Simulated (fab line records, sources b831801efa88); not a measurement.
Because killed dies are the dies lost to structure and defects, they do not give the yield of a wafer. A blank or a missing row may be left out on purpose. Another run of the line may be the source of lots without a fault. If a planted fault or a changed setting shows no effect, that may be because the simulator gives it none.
Comparing a struck lot with a sound one / flow sky130 / 17 out of 708 route steps
Sound: the wafers L665.3, L665.4, L665.5. Wafers struck: L654.4, L654.5, L654.6. Last of all comes the cause.
For every step that has rows: the tool of each side, followed by ch and its chambers, followed by its first start. Under that, the readings that differ: sound wafers / struck wafers / difference of the means / sigmas: that difference in standard deviations of wafers without a fault.
alike: words and numbers the same on both sides, and readings whose means are apart by under 2 such deviations; not compared: readings that were withheld, readings missing a value for some wafer, numbers with overlapping values and no deviation given by the record, and bounds like >300 which may hide the same value.
Wherever a step has rows on one side only, a row that says differs or no value, or a row with sigmas, the two part there. Non-overlapping numbers with no deviation appear without sigmas and do not part them. A reading missing from all wafers of one side parts the sides only when that side holds two or more wafers.

first, 5 steps without rows for these wafers: SKY_SD_N_COAT_02 (resist thk 1140 nm); SKY_SD_N_SOFTBAKE_03 (time 60 s); SKY_SD_N_EXPOSE_04 (exposes mask NSDM, target cd 380 nm); SKY_SD_N_PEB_05; SKY_SD_N_DEVELOP_06 (develop time 60 s).
SKY_SD_N_CD_MEAS_07 targets a cd of 380 nm.
  struck on cd_sem-02, day 31 14:26; sound on cd_sem-01, day 34 15:55
  alike: cd_nm
SKY_SD_N_OVL_MEAS_08:
  struck on overlay-01, day 31 14:31; sound on overlay-02, day 34 16:01
  alike: SD_N_OVL
then, 2 steps without rows for these wafers: SKY_SD_N_IMPLANT_09; SKY_SD_N_IMPLANT_10.
SKY_SD_N_STRIP_11: strips in O2/N2.
  sound on plasma_asher-01 ch 0,1, day 34 16:22; struck on plasma_asher-04 ch 0,1, day 31 15:08
reading=strip_time_to_endpoint_s (s); sound=22.49 22.42 22.45; struck=22.62 22.64 22.61; difference=+0.17; sigmas=+4
  alike: chamber_pressure_mTorr, drypump_motor_current_A, n2_flow_sccm, oes_product_au
  not compared: rf_hours_counter_h
SKY_SD_N_TW_MEAS_12:
  struck on film_metro-01, day 31 15:14; sound on film_metro-04, day 34 16:28
  alike: SD_N_TW
then, 1 step without rows for these wafers: SKY_SD_N_CLEAN_13 (cleans in SC1/SC2, time 150 s).
SKY_SD_N_RTA_14: time 2 s.
  sound on rtp_anneal-02 ch 0, day 34 16:34; struck on rtp_anneal-02 ch 0, day 31 15:21
  alike: lamp_power_pct, wafer_temp_C_max
SKY_SD_N_RS_MEAS_16: measures by four-point-probe.
  struck on film_metro-01, day 31 15:34; sound on film_metro-02, day 34 16:46
reading=SD_N_RS (ohm/sq); sound=68.30 68.57 68.51; struck=71.00 71.14 71.03; difference=+2.60; sigmas=+26
SKY_SD_N_RS_MEAS_17: measures by four-point-probe.
  struck on film_metro-01, day 31 15:41; sound on film_metro-02, day 34 16:53
reading=SD_P_RS (ohm/sq); sound=146.5 146.8 147.1; struck=161.5 162.0 161.6; difference=+14.9; sigmas=+47
SKY_SD_N_RS_MEAS_18: measures by four-point-probe.
  struck on film_metro-01, day 31 15:48; sound on film_metro-02, day 34 17:00
  alike: RES_XHIGH_RS
-- a jump in the record: the struck wafers' starts before and after are 17 days apart (it breaks off in module SD_N and resumes in module PAD_OPEN, where the first step shown is number 708 of the route) --
SKY_PAD_OPEN_PROBE_99:
  struck on prober-02, day 48 13:26; sound on prober-01, day 50 11:32
reading=killed_dies; sound=87 75 67; struck=97 93 99; difference=+20; sigmas=+2
reading=killed_on_rim; sound=14 15 14; struck=24 20 23; difference=+8; sigmas=+2
reading=model.etest.res_xhigh_po.line_ohm_um; sound=5154 5664 5650; struck=6468 6386 6335; difference=+907; sigmas=
reading=model.etest.res_xhigh_po.rs_ohm_sq_rim_less_centre; sound=9.145 41.45 19.85; struck=489.7 484.5 493.1; difference=+465.6; sigmas=
reading=model.etest.res_xhigh_po.rs_ohm_sq_range; sound=18.13 57.38 34; struck=515.3 495.4 496.7; difference=+466.0; sigmas=
reading=model.etest.res_xhigh_po.rs_ohm_sq; sound=1768 1941 1985; struck=2258 2242 2217; difference=+341; sigmas=
reading=model.etest.pfet_01v8.r_on_ohm_um; sound=2799 2806 2790; struck=3002 3000 3080; difference=+229; sigmas=
reading=model.etest.tip_p.rs_ohm_sq; sound=6953 6969 7032; struck=7174 7110 7162; difference=+164; sigmas=
reading=model.etest.res_pdiff.line_ohm_um; sound=1344 1328 1363; struck=1471 1504 1499; difference=+146; sigmas=
  alike: killed_at_M0_to_M3, killed_at_M4_up, killed_at_contacts, killed_at_front_end, killed_at_other, killed_open, killed_short
  not compared: model.etest.tip_p.rs_ohm_sq_rim_less_centre

WHERE THEY PART
First at SKY_SD_N_STRIP_11; last, within this record, at SKY_PAD_OPEN_PROBE_99.

WHY: the cause the simulator had injected
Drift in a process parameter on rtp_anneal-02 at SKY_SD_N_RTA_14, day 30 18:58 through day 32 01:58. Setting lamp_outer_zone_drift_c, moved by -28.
